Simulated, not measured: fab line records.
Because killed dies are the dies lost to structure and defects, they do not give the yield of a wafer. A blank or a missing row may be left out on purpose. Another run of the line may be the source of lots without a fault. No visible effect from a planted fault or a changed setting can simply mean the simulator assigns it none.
Chamber matching / flow gf180mcu / GF_CONTACT_ETCH_16 on rie diel-03 has 4 sister chambers
The step etches BARC in N2/H2. 8 wafers are shown with their chamber, then 7 later ones without.

## EACH WAFER AND ITS CHAMBER
wafer=L076.4; chamber=3; drypump motor current A (A)=5.20; throttle valve pct (%)=13.221
wafer=L078.1; chamber=0; drypump motor current A (A)=5.50; throttle valve pct (%)=13.233
wafer=L078.2; chamber=1; drypump motor current A (A)=5.40; throttle valve pct (%)=13.212
wafer=L080.1; chamber=3; drypump motor current A (A)=5.21; throttle valve pct (%)=13.236
wafer=L080.2; chamber=1; drypump motor current A (A)=5.40; throttle valve pct (%)=13.206
wafer=L080.3; chamber=2; drypump motor current A (A)=4.91; throttle valve pct (%)=13.219
wafer=L083.1; chamber=0; drypump motor current A (A)=5.44; throttle valve pct (%)=13.232
wafer=L083.3; chamber=2; drypump motor current A (A)=4.91; throttle valve pct (%)=13.232

## WAFERS WITHOUT THEIR CHAMBER
wafer=L083.4; drypump motor current A (A)=5.20; throttle valve pct (%)=13.225
wafer=L090.4; drypump motor current A (A)=5.39; throttle valve pct (%)=13.226
wafer=L090.5; drypump motor current A (A)=5.49; throttle valve pct (%)=13.229
wafer=L090.6; drypump motor current A (A)=5.20; throttle valve pct (%)=13.220
wafer=L095.2; drypump motor current A (A)=5.40; throttle valve pct (%)=13.232
wafer=L095.3; drypump motor current A (A)=4.91; throttle valve pct (%)=13.237
wafer=L095.6; drypump motor current A (A)=5.50; throttle valve pct (%)=13.218

## WHICH CHAMBER EACH WENT THROUGH
wafer=L083.4; from the rows above=3; in truth=3
wafer=L090.4; from the rows above=can't be placed: 1 or 0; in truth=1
wafer=L090.5; from the rows above=0; in truth=0
wafer=L090.6; from the rows above=3; in truth=3
wafer=L095.2; from the rows above=can't be placed: 1 or 0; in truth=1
wafer=L095.3; from the rows above=2; in truth=2
wafer=L095.6; from the rows above=0; in truth=0
Placed correctly: 5 of 7. Not placeable from these rows: 2 (in 2, the candidates include the true chamber). 0 placed wrongly.
How it was worked out, from the rows above alone: a wafer's distance from a chamber is the root of the sum, over the readings, of the square of ((its reading less the chamber's mean) divided by the reading's scatter). The wafer belongs to the nearest chamber; if the next one is less than 2 further off, it can't be placed. A chamber's mean is the mean of its shown wafers. How the scatter is found: for the shown wafers, subtract from each reading the mean of its chamber, square and add these, divide the total by (wafers less chambers), then take the root.
